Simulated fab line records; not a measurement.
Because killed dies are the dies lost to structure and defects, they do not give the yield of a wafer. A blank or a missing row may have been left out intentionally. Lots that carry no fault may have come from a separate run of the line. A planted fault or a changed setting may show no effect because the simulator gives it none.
Matching of chambers :: flow gf180mcu :: GF_STI_ETCH_14 on rie_si-02 has 4 sister chambers
The step etches Si in HBr/Cl2/O2, target depth 360 nm, time 102.9 s. 4 wafers are shown with their chamber, then 8 later ones without.

## WAFERS, EACH WITH ITS CHAMBER
wafer: L943.1
chamber: 1
drypump_motor_current_A (A): 5.0

wafer: L945.3
chamber: 3
drypump_motor_current_A (A): 5.7

wafer: L945.5
chamber: 0
drypump_motor_current_A (A): 6.4

wafer: L946.3
chamber: 2
drypump_motor_current_A (A): 5.5

## WAFERS WITHOUT THEIR CHAMBER
wafer: L946.4
drypump_motor_current_A (A): 6.4

wafer: L946.5
drypump_motor_current_A (A): 5.5

wafer: L949.1
drypump_motor_current_A (A): 5.1

wafer: L949.2
drypump_motor_current_A (A): 5.5

wafer: L949.5
drypump_motor_current_A (A): 5.1

wafer: L952.2
drypump_motor_current_A (A): 5.1

wafer: L952.4
drypump_motor_current_A (A): 5.5

wafer: L952.5
drypump_motor_current_A (A): 6.4

## CHAMBER TAKEN BY EACH
wafer: L946.4
from the rows above: 0
in truth: 0

wafer: L946.5
from the rows above: 2
in truth: 2

wafer: L949.1
from the rows above: 1
in truth: 1

wafer: L949.2
from the rows above: 2
in truth: 2

wafer: L949.5
from the rows above: 1
in truth: 1

wafer: L952.2
from the rows above: 1
in truth: 1

wafer: L952.4
from the rows above: 2
in truth: 2

wafer: L952.5
from the rows above: 0
in truth: 0
Correct placement for 8 of the 8. Left unplaced by these rows: 0. Number placed wrongly: 0.
How it was worked out, from the rows above alone: a wafer's distance from a chamber is the root of the sum, over the readings, of the square of ((its reading less the chamber's mean) divided by the reading's scatter). If the next closest chamber is less than 2 further off than the closest, the wafer can't be placed; otherwise it belongs to the closest. The mean given for a chamber averages the wafers shown for that chamber. The scatter: with one shown wafer a chamber, the root of the mean of the squares of how far each hidden wafer lies from its nearest shown one.
